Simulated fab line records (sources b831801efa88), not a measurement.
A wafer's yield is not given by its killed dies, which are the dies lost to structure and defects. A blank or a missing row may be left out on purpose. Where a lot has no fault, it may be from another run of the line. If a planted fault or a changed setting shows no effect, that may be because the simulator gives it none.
Comparing a struck lot with a sound one / flow sky130 / 14 steps out of a route of 708
Sound: wafers L189.2, L189.3, L189.6. Struck: wafer L193.4 (L193.5, L193.6, from the same lot, were not struck and are left out); the cause is given at the end.
At each step with rows: each side's tool, then ch and its chambers, then its first start. Under that, the readings that differ: sound wafers / struck wafers / difference of the means / sigmas: that difference in standard deviations of wafers without a fault.
alike: readings with means less than 2 such deviations apart, plus words and numbers identical on both sides. not compared: withheld readings, readings lacking a value on some wafer, bounds such as >300 that could conceal the same value, and numbers that have no deviation in the record and whose values overlap.
The two part at a step that has a row with sigmas, a row that says differs or no value, or rows on one side only. When numbers do not overlap yet have no deviation, they are printed without sigmas and do not part them. A reading missing from all wafers of one side parts the sides only when that side holds two or more wafers.

first, 1 step without rows for these wafers: SKY_VIA2_ETCH_14 (etches BARC in N2/H2, stops on SiO2, time 45.9 s, target depth 60 nm).
SKY_VIA2_ETCH_15: etches SiO2 in C4F8/O2/Ar, stops on TiN, target depth 546 nm, time 84 s.
  sound on rieDiel-04 ch 0,2,3, day 40 04:56; struck on rieDiel-04 ch 2, day 41 01:41
  alike: oesProductAu
  not compared: rfHoursCounterH
then, 4 steps without rows for these wafers: SKY_VIA2_STRIP_16 (strips in O2/N2); SKY_VIA2_STRIP_17 (strips in post etch residue remover, time 1200 s); SKY_VIA2_CLEAN_18 (cleans in IPA, time 180 s); SKY_VIA2_CLEAN_19 (cleans in O3/DIW).
SKY_VIA2_SPUTTER_20: material TiN, target thk 20 nm, time 80 s.
  struck on pvdSputter-02, day 41 02:21; sound on pvdSputter-01, day 40 05:38
  alike: throttleValvePct
then, 1 step without rows for these wafers: SKY_VIA2_CVD_21 (deposits W, target thk 420 nm, time 126.4 s).
SKY_VIA2_RS_MEAS_22: uses a four-point probe to measure.
  struck on filmMetro-03, day 41 02:36; sound on filmMetro-01, day 40 05:50
reading=VIA2_W_RS (ohm/sq); sound=0.274 0.271 0.275; struck=0.281; difference=+0.008; sigmas=+2
SKY_VIA2_THK_MEAS_23: measures by xrf.
  struck on filmMetro-03, day 41 02:41; sound on filmMetro-01, day 40 05:57
  alike: VIA2_W_THK
SKY_VIA2_CMP_24: polishes, stops on SiO2, t overpolish 20 s, target thk 0 nm.
  sound on cmp-01 ch 1,2,3, day 40 06:00; struck on cmp-01 ch 0, day 41 02:46
  alike: motorCurrentA, overpolishRunS, timeToEndpointS
SKY_METAL3_SPUTTER_00: material Ti, target thk 15 nm, time 10 s.
  struck on pvdSputter-03, day 41 03:01; sound on pvdSputter-04, day 40 06:18
  alike: throttleValvePct
SKY_METAL3_SPUTTER_01: material TiN, target thk 20 nm, time 16.7 s.
  struck on pvdSputter-03, day 41 03:02; sound on pvdSputter-04, day 40 06:19
reading=model.TiN_of_METAL3_SPUTTER_01.thkNm (nm); sound=20.31 19.95 20.31; struck=15.72; difference=-4.47; sigmas=
  alike: throttleValvePct
SKY_METAL3_SPUTTER_02: material AlCu, target thk 735 nm, time 39.1 s.
  struck on pvdSputter-03, day 41 03:04; sound on pvdSputter-04, day 40 06:21
  alike: throttleValvePct

WHERE THEY PART
At SKY_VIA2_RS_MEAS_22 and nowhere else, as far as this record goes. Later steps at which nothing parts them and some readings are alike: SKY_VIA2_THK_MEAS_23, SKY_VIA2_CMP_24, SKY_METAL3_SPUTTER_00, SKY_METAL3_SPUTTER_01, SKY_METAL3_SPUTTER_02.

WHY: the cause the simulator had injected
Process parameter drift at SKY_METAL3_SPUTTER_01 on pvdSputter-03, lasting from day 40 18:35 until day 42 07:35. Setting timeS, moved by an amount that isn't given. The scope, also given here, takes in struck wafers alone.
